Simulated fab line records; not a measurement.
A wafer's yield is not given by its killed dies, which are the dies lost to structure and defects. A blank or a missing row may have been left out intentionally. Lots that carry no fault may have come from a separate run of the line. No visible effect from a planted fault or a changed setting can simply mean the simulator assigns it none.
Struck lot and sound lot, side by side | flow sky130 | 16 out of 708 route steps
Sound: the wafers L538.1, L538.2, L538.4. Struck: wafer L545.3. (L545.2, L545.6 of the same lot were not struck and are left out.) The cause comes at the end.
Per side, at each step with rows, come the tool, then ch with its chambers, and then its first start. Under that, the readings that differ: sound wafers | struck wafers | difference of the means | sigmas: that difference in standard deviations of wafers without a fault.
alike: words and numbers the same on both sides, and readings whose means are apart by under 2 such deviations; not compared: readings that were withheld, readings missing a value for some wafer, numbers with overlapping values and no deviation given by the record, and bounds like >300 which may hide the same value.
Wherever a step has rows on one side only, a row that says differs or no value, or a row with sigmas, the two part there. When numbers do not overlap yet have no deviation, they are printed without sigmas and do not part them. A reading that every wafer of one side lacks parts them only if that side has two wafers or more.

SKY_SD_N_OVL_MEAS_08:
  struck on overlay-02, day 33 23:02; sound on overlay-01, day 31 07:08
  alike: SD_N_OVL
then, 2 steps without rows for these wafers: SKY_SD_N_IMPLANT_09; SKY_SD_N_IMPLANT_10.
SKY_SD_N_STRIP_11: strips in O2/N2.
  sound on plasma asher-01 ch 0,1, day 31 07:28; struck on plasma asher-04 ch 1, day 33 23:22
  alike: drypump motor current A, oes product au, strip time to endpoint s
  not compared: rf hours counter h
SKY_SD_N_TW_MEAS_12:
  struck on film metro-02, day 33 23:29; sound on film metro-03, day 31 07:34
  reading | sound          | struck | difference | sigmas
  SD_N_TW | 3992 3973 3997 | 4053   | +66        | +3
then, 1 step without rows for these wafers: SKY_SD_N_CLEAN_13 (cleans in SC1/SC2, time 150 s).
SKY_SD_N_RTA_14: time 2 s.
  sound on rtp anneal-01 ch 0, day 31 07:41; struck on rtp anneal-02 ch 0, day 33 23:36
  alike: lamp power pct, wafer_temp_C_max
SKY_SD_N_RS_MEAS_16: measurement is done with a four-point probe.
  struck on film metro-03, day 33 23:47; sound on film metro-02, day 31 07:52
  alike: SD_N_RS
SKY_SD_N_RS_MEAS_17: measurement is done with a four-point probe.
  struck on film metro-03, day 33 23:54; sound on film metro-02, day 31 07:59
  reading          | sound             | struck | difference | sigmas
  SD_P_RS (ohm/sq) | 146.7 146.8 147.0 | 147.7  | +0.9       | +3
SKY_SD_N_RS_MEAS_18: measurement is done with a four-point probe.
  struck on film metro-03, day 34 00:01; sound on film metro-02, day 31 08:06
  alike: RES_XHIGH_RS
then, 1 step without rows for these wafers: SKY_SALICIDE_CLEAN_00 (cleans in HF-last, time 30 s).
SKY_LI_CONTACT_HDPCVD_00: deposits PSG, target thk 930 nm, time 155 s.
  sound on hdpcvd-02 ch 0,2, day 31 08:14; struck on hdpcvd-02 ch 0, day 34 00:08
  reading                                       | sound             | struck | difference | sigmas
  run length s (s)                              | 183.9 184.0 183.9 | 196.2  | +12.3      | +14
  model.PSG_of_LI_CONTACT_HDPCVD_00.thk nm (nm) | 920.4 933.4 925.3 | 1002   | +76        |
  alike: pressure mtorr
SKY_LI_CONTACT_THK_MEAS_01:
  struck on film metro-03, day 34 00:15; sound on film metro-03, day 31 08:20
  reading                    | sound       | struck | difference | sigmas
  LI_CONTACT_HDPCVD_THK (nm) | 920 934 925 | 1002   | +76        | +8
SKY_LI_CONTACT_CMP_02: polishes PSG.
  sound on cmp-01 ch 1,2,3, day 31 08:27; struck on cmp-01 ch 0, day 34 00:24
  reading                | sound          | struck | difference | sigmas
  time to endpoint s (s) | 33.6 34.0 33.8 | 39.8   | +6.0       | +2
  alike: motor current A
SKY_LI_CONTACT_BOW_MEAS_03:
  struck on film metro-03, day 34 00:37; sound on film metro-01, day 31 08:42
  alike: LI_CONTACT_BOW
-- a jump in the record: the struck wafers' starts before and after are 16 days apart (it breaks off in module LI_CONTACT and resumes in module PAD_OPEN, where the first step shown is number 708 of the route) --
SKY_PAD_OPEN_PROBE_99:
  struck on prober-01, day 50 01:38; sound on prober-02, day 48 08:09
  alike: killed_at_M0_to_M3, killed_at_M4_up, killed at contacts, killed at front end, killed at other, killed dies, killed open, killed short

## WHERE THEY PART
First at SKY_SD_N_TW_MEAS_12; last, within this record, at SKY_LI_CONTACT_CMP_02. Later steps at which nothing parts them and some readings are alike: SKY_LI_CONTACT_BOW_MEAS_03, SKY_PAD_OPEN_PROBE_99.

WHY: whatever the simulator had introduced
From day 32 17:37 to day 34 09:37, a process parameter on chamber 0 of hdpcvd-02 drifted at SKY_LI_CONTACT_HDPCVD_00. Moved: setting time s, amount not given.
